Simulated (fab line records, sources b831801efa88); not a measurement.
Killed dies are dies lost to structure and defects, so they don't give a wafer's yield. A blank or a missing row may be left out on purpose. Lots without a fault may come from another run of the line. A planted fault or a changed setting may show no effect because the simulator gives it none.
One fault seen from 2 desks | flow sky130 | each desk has only its own numbers; what lay behind them comes last

THE TOOL OWNER'S DESK: pvd_sputter-01
The tool's own readings at SKY_METAL2_SPUTTER_04 (material TiN, target thk 70 nm, time 58.3 s): means of the sampled wafers that have a number, for each lot that ran on this tool. A lot is out of limits, marked OUT, if its mean lies more than 4 standard deviations from the usual mean; the brackets give that distance.
Columns: A = cathode_dc_power_W at SKY_METAL2_SPUTTER_04, usual 6500.1 W; B = throttle_valve_pct at SKY_METAL2_SPUTTER_04, usual 29.6 %
lot  | first seen here | A      | B
L158 | day 34 02:11    | 6500.7 | 29.7
L159 | day 34 08:20    | 6500.8 | 30.2
L160 | day 35 01:56    | 6499.8 | 30.1
L163 | day 36 00:47    | 6500.0 | 30.6
L172 | day 38 11:26    | 6500.2 | 29.1
L173 | day 38 16:16    | 6499.4 | 29.2
This desk's finding: nothing out of limits on any of the 6 lots.

THE METROLOGY DESK
What the gauges read, lot by lot, whatever tool the lot ran on: means of the sampled wafers that have a number. A lot is out of limits, marked OUT, if its mean lies more than 4 standard deviations from the usual mean; the brackets give that distance.
Columns: A = cd_nm at SKY_METAL1_CD_MEAS_15, usual 140.0 nm; B = VIA1_OVL at SKY_VIA1_OVL_MEAS_13, usual 4 nm; C = METAL2_ALCU_RS at SKY_METAL2_RS_MEAS_05, usual 0.1270 ohm/sq; D = METAL2_ALCU_THK at SKY_METAL2_THK_MEAS_06, usual 249 nm
lot  | first seen here | A     | B  | C      | D
L158 | day 32 20:50    | 137.5 | 3  | 0.1258 | 251
L159 | day 33 02:25    | 138.6 | 0  | 0.1250 | 254
L160 | day 33 20:23    | 139.7 | 5  | 0.1260 | 252
L163 | day 34 19:48    | 141.1 | 1  | 0.1250 | 253
L165 | day 35 01:41    | 138.8 | 6  | 0.1257 | 252
L166 | day 35 08:17    | 140.5 | 7  | 0.1253 | 252
L172 | day 37 07:05    | 139.5 | -1 | 0.1265 | 233 (-4.1) OUT
L173 | day 37 11:13    | 141.0 | -2 | 0.1285 | 231 (-4.6) OUT
L174 | day 37 20:59    | 139.7 | 3  | 0.1252 | 254
L177 | day 38 20:13    | 141.7 | 3  | 0.1277 | 247
L181 | day 39 20:04    | 142.1 | 6  | 0.1269 | 249
This desk's finding: out of limits on L172, L173; first on L172, day 38 13:08 (METAL2_ALCU_THK at SKY_METAL2_THK_MEAS_06). In limits: L158, L159, L160, L163, L165, L166, L174, L177, L181.

PUT TOGETHER
The metrology desk could have raised an alarm at day 38 13:08, on L172, L173.
The tool owner's desk saw nothing out of limits.
The tool owner's desk has L172, L173 on record, within its limits.
Of the lots named, all ran SKY_METAL2_SPUTTER_04 on pvd_sputter-01.

WHAT THE SIMULATOR HAD PUT IN
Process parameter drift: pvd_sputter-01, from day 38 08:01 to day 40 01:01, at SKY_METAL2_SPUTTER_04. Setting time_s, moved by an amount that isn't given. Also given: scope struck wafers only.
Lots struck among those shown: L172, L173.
Hours from the fault's start to each desk's first reading out of limits: the metrology desk, 5.
